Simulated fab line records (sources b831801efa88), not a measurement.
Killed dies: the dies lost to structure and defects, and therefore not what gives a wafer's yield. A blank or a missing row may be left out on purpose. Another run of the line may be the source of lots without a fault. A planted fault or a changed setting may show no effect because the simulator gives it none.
A lot that was struck, set against a sound lot    flow sky130    16 steps out of a route of 708
Sound: wafers L430.2, L430.3, L430.6. Wafers L437.1, L437.2, L437.4 were the ones struck. The cause is named last.
At each step with rows: each side's tool, then ch and its chambers, then its first start. Under that, the readings that differ: sound wafers    struck wafers    difference of the means    sigmas: that difference in standard deviations of wafers without a fault.
alike: words and numbers the same on both sides, and readings whose means are apart by under 2 such deviations; not compared: readings that were withheld, readings missing a value for some wafer, numbers with overlapping values and no deviation given by the record, and bounds like >300 which may hide the same value.
A row with sigmas, a row that says differs or no value, or rows on one side alone: a step with any of these is where the two part. When numbers do not overlap yet have no deviation, they are printed without sigmas and do not part them. A reading missing from all wafers of one side parts the sides only when that side holds two or more wafers.

first, 5 steps without rows for these wafers: SKY_SONOS_TUNNEL_COAT_02 (resist thk 1140 nm); SKY_SONOS_TUNNEL_SOFTBAKE_03 (time 60 s); SKY_SONOS_TUNNEL_EXPOSE_04 (exposes mask TUNM, target cd 410 nm); SKY_SONOS_TUNNEL_PEB_05; SKY_SONOS_TUNNEL_DEVELOP_06 (develop time 60 s).
SKY_SONOS_TUNNEL_CD_MEAS_07 targets a cd of 410 nm.
  sound: cdSem-02 at day 13 21:51; struck: cdSem-01 at day 15 22:46
  alike: cdNm
SKY_SONOS_TUNNEL_OVL_MEAS_08:
  sound: overlay-02 at day 13 21:58; struck: overlay-02 at day 15 22:53
  alike: SONOS_TUNNEL_OVL
then, 3 steps without rows for these wafers: SKY_SONOS_TUNNEL_IMPLANT_09; SKY_SONOS_TUNNEL_WET_ETCH_10 (etches SiO2 in dHF, target depth 14 nm, time 280 s); SKY_SONOS_TUNNEL_STRIP_11 (strips in SPM, time 600 s).
SKY_SONOS_TUNNEL_TW_MEAS_12:
  sound: filmMetro-03 at day 13 22:37; struck: filmMetro-04 at day 15 23:20
reading          sound              struck             difference  sigmas
SONOS_TUNNEL_TW  198.8 198.1 198.7  193.4 194.3 194.6  -4.4        -2
then, 1 step without rows for these wafers: SKY_SONOS_TUNNEL_CLEAN_13 (cleans in dHF, time 20 s).
SKY_SONOS_ONO_OXIDATION_00: stabilise 600 s, purge 300 s, target thk 2.6 nm.
  sound on furnace-01 ch 0, day 13 23:00; struck on furnace-02 ch 0, day 16 00:38
reading                                          sound             struck            difference  sigmas
model.SiO2_of_SONOS_ONO_OXIDATION_00.thkNm (nm)  2.651 2.67 2.669  2.767 2.75 2.773  +0.100      
  alike: rampUpCPerMin, zonePowerCentrePct
SKY_SONOS_ONO_THK_MEAS_01:
  sound: filmMetro-01 at day 14 00:22; struck: filmMetro-03 at day 16 01:59
  alike: SONOS_ONO_OXIDATION_THK
then, 1 step without rows for these wafers: SKY_SONOS_ONO_CVD_02 (deposits Si3N4 from DCS/NH3, target thk 10.5 nm, time 180 s).
-- record jumps: 33 days separate the struck wafers' starts on either side; left off in module SONOS_ONO, taken up again in module PAD_OPEN, whose first shown step is the route's number 708 --
SKY_PAD_OPEN_PROBE_99:
  sound: prober-01 at day 47 20:29; struck: prober-01 at day 49 04:58
reading                          sound                 struck                difference  sigmas
model.etest.sonosErased.vtV (V)  -2.237 -2.251 -2.255  -2.122 -2.152 -2.183  +0.095      
  alike: killed_at_M0_to_M3, killed_at_M4_up, killedAtContacts, killedAtFrontEnd, killedAtOther, killedDies, killedOpen, killedShort
  not compared: model.etest.sonosBaked.vtLessV

## WHERE THEY PART
Within this record, at SKY_SONOS_TUNNEL_TW_MEAS_12 only. Later steps at which nothing parts them and some readings are alike: SKY_SONOS_ONO_OXIDATION_00, SKY_SONOS_ONO_THK_MEAS_01, SKY_PAD_OPEN_PROBE_99.

WHY: what the simulator had put in
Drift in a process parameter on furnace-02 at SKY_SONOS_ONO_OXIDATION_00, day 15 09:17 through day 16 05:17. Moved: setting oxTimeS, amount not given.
